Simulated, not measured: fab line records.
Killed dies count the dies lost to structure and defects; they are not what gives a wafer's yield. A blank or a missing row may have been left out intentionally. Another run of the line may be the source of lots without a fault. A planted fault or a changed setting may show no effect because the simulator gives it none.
Split-lot trial -- flow sky130 -- 23 wafers read from 5 lots, route of 708 steps

## ON THE SPLIT
At SKY_LDD_N_IMPLANT_13, the setting energy kev was moved away from the recipe's 50 on 10 of the 23 wafers read, by -4.1% to +5.8%. For the rest of the wafers, this setting stayed at what the recipe calls for.

Reading taken at the split's own step.

## THE READING
implant.drp nm (the simulator's own value, which no gauge read), in nm, at SKY_LDD_N_IMPLANT_13. The file gives no usual value for it.

wafer,"tool, chamber at the split",energy kev as run,against the recipe,"implant.drp nm, nm",against lot-mates on the recipe
L074.1,"implanter-01, 0",50,recipe,18.83,-
L074.2,"implanter-01, 0",50,recipe,18.83,-
L074.6,"implanter-01, 0",50,recipe,18.83,-
L080.2,"implanter-03, 0",47.93,-4.1%,18.26,-0.57
L080.4,"implanter-03, 0",47.93,-4.1%,18.26,-0.57
L080.5,"implanter-03, 0",47.93,-4.1%,18.26,-0.57
L080.3,"implanter-03, 0",50,recipe,18.83,-
L080.6,"implanter-03, 0",50,recipe,18.83,-
L081.1,"implanter-01, 0",50,recipe,18.83,-
L081.2,"implanter-01, 0",50,recipe,18.83,-
L081.4,"implanter-01, 0",52.89,+5.8%,19.63,+0.80
L081.5,"implanter-01, 0",52.89,+5.8%,19.63,+0.80
L081.6,"implanter-01, 0",52.89,+5.8%,19.63,+0.80
L082.1,"implanter-01, 0",50,recipe,18.83,-
L082.3,"implanter-01, 0",50,recipe,18.83,-
L082.6,"implanter-01, 0",50,recipe,18.83,-
L082.4,"implanter-01, 0",50.96,+1.9%,19.1,+0.27
L082.5,"implanter-01, 0",50.96,+1.9%,19.1,+0.27
L085.1,"implanter-04, 0",50,recipe,18.83,-
L085.5,"implanter-04, 0",50,recipe,18.83,-
L085.6,"implanter-04, 0",50,recipe,18.83,-
L085.2,"implanter-04, 0",51.46,+2.9%,19.23,+0.40
L085.3,"implanter-04, 0",51.46,+2.9%,19.23,+0.40

THE FIT
A straight line over all 23 wafers: implant.drp nm changes by +0.138 nm for each +1% of energy kev; r = +1.00; the points scatter about the line by 0.0019 nm.
The same after taking each lot's own level away (the mean of its wafers on the recipe; 23 wafers): +0.138 nm for each +1%; r = +1.00; scatter 0.0019 nm.
Per that fit: largest energy kev move, reading shift of 0.8 nm.
The lots' own levels span 18.830 to 18.830 nm.
So the lot-to-lot level changes the slope little: the two slopes agree.
Check: +0.799 nm against its lot-mates is what the line predicts for one of the wafers moved furthest among these (+5.8%) when that wafer is left out of the fit. It came out at +0.8 nm against them.

## FURTHER SPLITS ON THESE WAFERS
Note: prior to the reading, these wafers also went through further splits. Each is held against what the fit with the lots' levels taken away leaves over:
other split on the same wafers,wafers away from the commonest value,r with implant.drp nm (lot level and that fit taken away)
SKY_GATE_OXIDE_SOFTBAKE_06 time s,9,+0.15
SKY_POLY_GATE_COAT_08 spin rpm,10,+0.09
SKY_POLY_GATE_ETCH_15 source w,11,-0.14

## THE WHOLE CHAIN: every reading that the file lists as answering this split, in the file's order
step,what it does,reading,change (the file's fit),r (the file's)
SKY_LDD_N_IMPLANT_13,,"implant.rp nm (the simulator's own value, which no gauge read)",+0.32 nm for each +1% of the setting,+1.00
SKY_LDD_N_IMPLANT_13,,"implant.drp nm (the simulator's own value, which no gauge read)",+0.138 nm for each +1% of the setting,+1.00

## THE FILE'S OWN FIT
implant.drp nm changes by +0.138 nm for each +1% of energy kev, r = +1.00.
